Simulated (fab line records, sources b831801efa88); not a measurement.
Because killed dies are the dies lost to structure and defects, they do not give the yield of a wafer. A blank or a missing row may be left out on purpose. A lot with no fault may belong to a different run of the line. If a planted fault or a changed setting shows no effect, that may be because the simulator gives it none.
Matching of chambers -- flow gf180mcu -- GF_V1_ETCH_16 on rieDiel-02: 4 sister chambers
The step etches BARC in N2/H2. 4 wafers are shown with their chamber, then 9 later ones without.

## WAFERS, EACH WITH ITS CHAMBER
wafer,chamber,drypumpMotorCurrentA (A)
L084.4,3,5.1
L088.2,0,5.8
L088.4,2,5.7
L088.6,1,4.9

## WAFERS WHOSE CHAMBER IS MISSING
wafer,drypumpMotorCurrentA (A)
L089.2,5.8
L089.3,5.1
L089.4,5.7
L095.1,4.9
L095.3,5.1
L095.4,4.8
L097.1,5.1
L097.2,5.8
L097.4,4.9

## CHAMBER TAKEN BY EACH
wafer,from the rows above,in truth
L089.2,0,0
L089.3,3,3
L089.4,2,2
L095.1,1,1
L095.3,3,3
L095.4,1,1
L097.1,3,3
L097.2,0,0
L097.4,1,1
9 of 9 placed correctly. From these rows, 0 cannot be placed. Wrongly placed: 0.
How it was worked out, from the rows above alone: a wafer's distance from a chamber is the root of the sum, over the readings, of the square of ((its reading less the chamber's mean) divided by the reading's scatter). The wafer belongs to the nearest chamber; if the next one is less than 2 further off, it can't be placed. For every chamber, the mean is computed from those of its wafers that are shown. The scatter (one wafer shown for each chamber): square how far every hidden wafer sits from the nearest shown wafer, average those squares and take the square root.
